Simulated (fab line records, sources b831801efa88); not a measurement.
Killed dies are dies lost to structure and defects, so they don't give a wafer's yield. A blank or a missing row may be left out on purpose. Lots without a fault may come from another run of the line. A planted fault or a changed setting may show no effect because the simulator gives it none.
Chamber matching | flow gf180mcu | GF_V5_CMP_04 on cmp-01: 4 sister chambers
The step polishes SiO2. 8 wafers are shown with their chamber, then 7 later ones without.

WAFERS WITH THEIR CHAMBER
wafer  | chamber | motor_current_A (A) | head_pressure_psi (psi)
L869.5 | 0       | 9.9                 | 4.010
L879.3 | 1       | 12.7                | 3.982
L879.5 | 2       | 11.6                | 4.006
L881.2 | 0       | 9.7                 | 3.993
L881.3 | 3       | 13.1                | 4.007
L881.6 | 3       | 12.5                | 3.995
L882.3 | 2       | 12.3                | 4.012
L882.5 | 1       | 13.2                | 4.009

WAFERS WITHOUT THEIR CHAMBER
wafer  | motor_current_A (A) | head_pressure_psi (psi)
L882.6 | 11.6                | 3.995
L885.1 | 11.9                | 3.998
L885.3 | 13.2                | 3.996
L885.5 | 12.6                | 4.004
L886.2 | 13.0                | 3.982
L886.4 | 11.5                | 3.997
L886.5 | 14.1                | 3.989

WHICH CHAMBER EACH WENT THROUGH
wafer  | from the rows above          | in truth
L882.6 | can't be placed: 2 or 3      | 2
L885.1 | can't be placed: 2 or 3 or 1 | 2
L885.3 | can't be placed: 1 or 3      | 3
L885.5 | can't be placed: 3 or 1 or 2 | 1
L886.2 | can't be placed: 1 or 3      | 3
L886.4 | can't be placed: 2 or 3      | 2
L886.5 | can't be placed: 1 or 3      | 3
Placed correctly: 0 of 7. Can't be placed from these rows: 7 (the true chamber is among the candidates in 7). Placed wrongly: 0.
How it was worked out, from the rows above alone: a wafer's distance from a chamber is the root of the sum, over the readings, of the square of ((its reading less the chamber's mean) divided by the reading's scatter). The wafer belongs to the nearest chamber; if the next one is less than 2 further off, it can't be placed. A chamber's mean is the mean of its shown wafers. The scatter: the root of (the sum of the squares of (reading less its chamber's mean) over the shown wafers, divided by (wafers less chambers)).
